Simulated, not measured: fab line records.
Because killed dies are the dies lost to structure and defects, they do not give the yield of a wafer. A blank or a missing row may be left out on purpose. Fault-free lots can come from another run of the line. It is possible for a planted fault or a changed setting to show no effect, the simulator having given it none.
A lot that was struck, set against a sound lot ; flow sky130 ; 17 out of 708 route steps
Sound: wafers L151.1, L151.2, L151.3. Struck: wafer L154.1. (L154.5 of the same lot was not struck and is left out.) The cause comes at the end.
At each step with rows: each side's tool, then ch and its chambers, then its first start. Under that, the readings that differ: sound wafers ; struck wafers ; difference of the means ; sigmas: that difference in standard deviations of wafers without a fault.
alike: readings with means less than 2 such deviations apart, plus words and numbers identical on both sides. not compared: withheld readings, readings lacking a value on some wafer, bounds such as >300 that could conceal the same value, and numbers that have no deviation in the record and whose values overlap.
Wherever a step has rows on one side only, a row that says differs or no value, or a row with sigmas, the two part there. Numbers that have no deviation but don't overlap get no sigmas and don't part them. A reading missing from all wafers of one side parts the sides only when that side holds two or more wafers.

first, 6 steps without rows for these wafers: SKY_RES_XHIGH_COAT_02 (resist thk 1140 nm); SKY_RES_XHIGH_SOFTBAKE_03 (time 60 s); SKY_RES_XHIGH_EXPOSE_04 (exposes mask URPM, target cd 1270 nm); SKY_RES_XHIGH_PEB_05; SKY_RES_XHIGH_DEVELOP_06 (develop time 60 s); SKY_RES_XHIGH_IMPLANT_07.
SKY_RES_XHIGH_STRIP_08: strips in O2/N2.
  sound on plasma asher-01 ch 0,1, day 28 10:34; struck on plasma asher-01 ch 1, day 29 18:52
reading;sound;struck;difference;sigmas
strip time to endpoint s (s);14.34 14.37 14.37;14.23;-0.13;-3
  alike: drypump motor current A, oes product au
  not compared: rf hours counter h
SKY_RES_XHIGH_TW_MEAS_09:
  sound: film metro-04 at day 28 10:40; struck: film metro-01 at day 29 18:58
  alike: RES_XHIGH_TW
then, 4 steps without rows for these wafers: SKY_SD_N_DEHYDRATE_00 (time 60 s); SKY_SD_N_HMDS_01 (prime time 60 s); SKY_SD_N_COAT_02 (resist thk 1140 nm); SKY_SD_N_SOFTBAKE_03 (time 60 s).
SKY_SD_N_EXPOSE_04: exposes mask NSDM, target cd 380 nm.
  sound on iline stepper-02 ch 0, day 29 01:26; struck on iline stepper-02 ch 0, day 30 09:11
  alike: mask, focus offset nm, reticle temp C
then, 2 steps without rows for these wafers: SKY_SD_N_PEB_05; SKY_SD_N_DEVELOP_06 (develop time 60 s).
SKY_SD_N_CD_MEAS_07: the cd target is 380 nm.
  sound: cd sem-01 at day 29 14:34; struck: cd sem-02 at day 30 22:35
reading;sound;struck;difference;sigmas
cd nm (nm);383.1 380.4 382.2;361.9;-20.0;-7
SKY_SD_N_OVL_MEAS_08:
  sound: overlay-01 at day 29 14:41; struck: overlay-01 at day 30 22:42
  alike: SD_N_OVL

## WHERE THEY PART
Last at SKY_SD_N_CD_MEAS_07 as far as this record goes, first at SKY_RES_XHIGH_STRIP_08. Later steps at which nothing parts them and some readings are alike: SKY_SD_N_OVL_MEAS_08.

WHY: what had been put in by the simulator
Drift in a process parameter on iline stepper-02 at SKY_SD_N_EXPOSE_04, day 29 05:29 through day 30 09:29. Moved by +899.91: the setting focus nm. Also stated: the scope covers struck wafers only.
